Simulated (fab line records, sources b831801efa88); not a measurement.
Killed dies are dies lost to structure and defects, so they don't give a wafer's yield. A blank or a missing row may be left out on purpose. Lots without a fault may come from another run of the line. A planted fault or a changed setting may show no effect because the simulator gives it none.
One fault seen from 2 desks | flow sky130 | each desk has only its own numbers; what lay behind them comes last

THE METROLOGY DESK
What the gauges read, lot by lot, whatever tool the lot ran on: means of the sampled wafers that have a number. A lot is out of limits, marked OUT, if its mean lies more than 4 standard deviations from the usual mean; the brackets give that distance.
Columns: A = CAP2M_OVL at SKY_CAP2M_OVL_MEAS_12, usual 0.5 nm; B = VIA4_BOW at SKY_VIA4_BOW_MEAS_03, usual 77 um
lot  | first seen here | A    | B
L122 | day 40 09:00    | -1.3 | 69
L123 | day 40 19:05    | -0.9 | 87
L126 | day 42 01:21    | -1.5 | 77
L127 | day 42 03:25    | 1.6  | 73
L129 | day 43 05:46    | -0.7 | 73
L130 | day 43 06:42    | 1.6  | 77
L131 | day 43 09:29    | 2.7  | 81
L133 | day 43 21:31    | 0.9  | 91
L135 | day 44 13:00    | 0.5  | 72
L136 | day 44 17:47    | -0.7 | 74
L138 | day 45 07:44    | 0.8  | 85
L141 | day 46 06:59    | 2.7  | 90
L142 | day 46 08:10    | 2.9  | 75
This desk's finding: nothing out of limits on any of the 13 lots.

THE TOOL OWNER'S DESK: plasma_asher-03
The tool's own readings at SKY_LDD_HVN_STRIP_09 (strips in O2/N2): means of the sampled wafers that have a number, for each lot that ran on this tool. A lot is out of limits, marked OUT, if its mean lies more than 4 standard deviations from the usual mean; the brackets give that distance.
Columns: A = drypump_motor_current_A at SKY_LDD_HVN_STRIP_09, usual 5.8 A; B = oes_product_au at SKY_LDD_HVN_STRIP_09, usual 0.411 a.u.; C = strip_time_to_endpoint_s at SKY_LDD_HVN_STRIP_09, usual 4.186 s
lot  | first seen here | A   | B     | C
L122 | day 19 23:55    | 6.1 | 0.413 | 4.189
L129 | day 23 12:20    | 6.1 | 0.409 | 4.176
L131 | day 23 17:38    | 6.1 | 0.410 | 4.169
L133 | day 24 10:58    | 6.1 | 0.409 | 4.201
L135 | day 25 02:16    | 6.1 | 0.409 | 4.197
L136 | day 25 14:50    | 5.6 | 0.409 | 4.165
L141 | day 27 12:25    | 6.0 | 0.411 | 4.163
L142 | day 27 17:32    | 5.9 | 0.408 | 4.176
This desk's finding: nothing out of limits on any of the 8 lots.

PUT TOGETHER
The metrology desk saw nothing out of limits.
The tool owner's desk saw nothing out of limits.

WHAT THE SIMULATOR HAD PUT IN
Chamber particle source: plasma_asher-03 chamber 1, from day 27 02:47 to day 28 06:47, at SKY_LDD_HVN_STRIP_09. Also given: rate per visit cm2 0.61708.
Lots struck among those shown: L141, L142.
